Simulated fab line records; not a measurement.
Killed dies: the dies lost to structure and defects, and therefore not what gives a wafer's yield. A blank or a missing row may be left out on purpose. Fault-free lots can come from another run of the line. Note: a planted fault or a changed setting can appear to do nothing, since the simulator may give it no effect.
Matching of chambers | flow sky130 | cmp-02 running SKY_CONTACT_CMP_04: 4 sister chambers
The step polishes SiO2. 14 wafers are shown with their chamber, then 7 later ones without.

WAFERS PAIRED WITH THEIR CHAMBERS
wafer  | chamber | motor_current_A (A) | time_to_endpoint_s (s) | head_pressure_psi (psi)
L847.1 | 2       | 10.3                | 83                     | 4.002
L847.2 | 3       | 12.3                | 94                     | 4.007
L847.3 | 1       | 11.3                | 88                     | 3.993
L848.2 | 1       | 11.3                | 80                     | 4.008
L848.3 | 3       | 13.3                | 84                     | 4.001
L848.4 | 2       | 10.5                | 83                     | 4.013
L852.1 | 3       | 12.4                | 84                     | 4.003
L852.2 | 0       | 11.1                | 81                     | 3.989
L852.6 | 1       | 11.1                | 77                     | 3.988
L851.2 | 1       | 11.1                | 82                     | 3.996
L851.5 | 1       | 11.4                | 76                     | 3.986
L851.6 | 0       | 11.9                | 77                     | 3.997
L862.1 | 3       | 11.9                | 85                     | 4.002
L862.2 | 0       | 10.8                | 71                     | 4.009

SIGNATURES (means of the wafers above)
reading            | chamber 0 | chamber 1 | chamber 2 | chamber 3 | scatter within a chamber
motor_current_A    | 11.267    | 11.240    | 10.400    | 12.475    | 0.423
time_to_endpoint_s | 76.33     | 80.60     | 83.00     | 86.75     | 4.61
head_pressure_psi  | 3.99833   | 3.99420   | 4.00750   | 4.00325   | 0.00765
Rule: a wafer lies at a distance from a chamber equal to the root of the sum of squares, over the readings, of (its reading less the chamber's mean, divided by the reading's scatter). The wafer belongs to the nearest chamber; if the next one is less than 2 further off, it can't be placed. How the scatter is found: for the shown wafers, subtract from each reading the mean of its chamber, square and add these, divide the total by (wafers less chambers), then take the root.

WAFERS WHOSE CHAMBER IS MISSING
wafer  | motor_current_A (A) | time_to_endpoint_s (s) | head_pressure_psi (psi)
L862.4 | 11.6                | 77                     | 3.997
L865.1 | 12.5                | 82                     | 3.984
L865.2 | 10.2                | 69                     | 4.009
L865.4 | 11.7                | 69                     | 4.001
L866.1 | 10.8                | 82                     | 3.990
L866.3 | 11.4                | 83                     | 3.999
L866.6 | 11.2                | 78                     | 3.991

WHICH CHAMBER EACH ONE RAN IN
wafer  | from the rows above               | in truth
L862.4 | can't be placed: 0 or 1           | 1
L865.1 | can't be placed: 3 or 1 or 0      | 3
L865.2 | can't be placed: 2 or 0 or 1      | 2
L865.4 | can't be placed: 0 or 1           | 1
L866.1 | can't be placed: 1 or 0 or 2      | 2
L866.3 | can't be placed: 1 or 0 or 2 or 3 | 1
L866.6 | can't be placed: 1 or 0           | 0
Correctly placed: 0 of 7. Can't be placed from these rows: 7 (the true chamber is among the candidates in 7). Wrongly placed: 0.
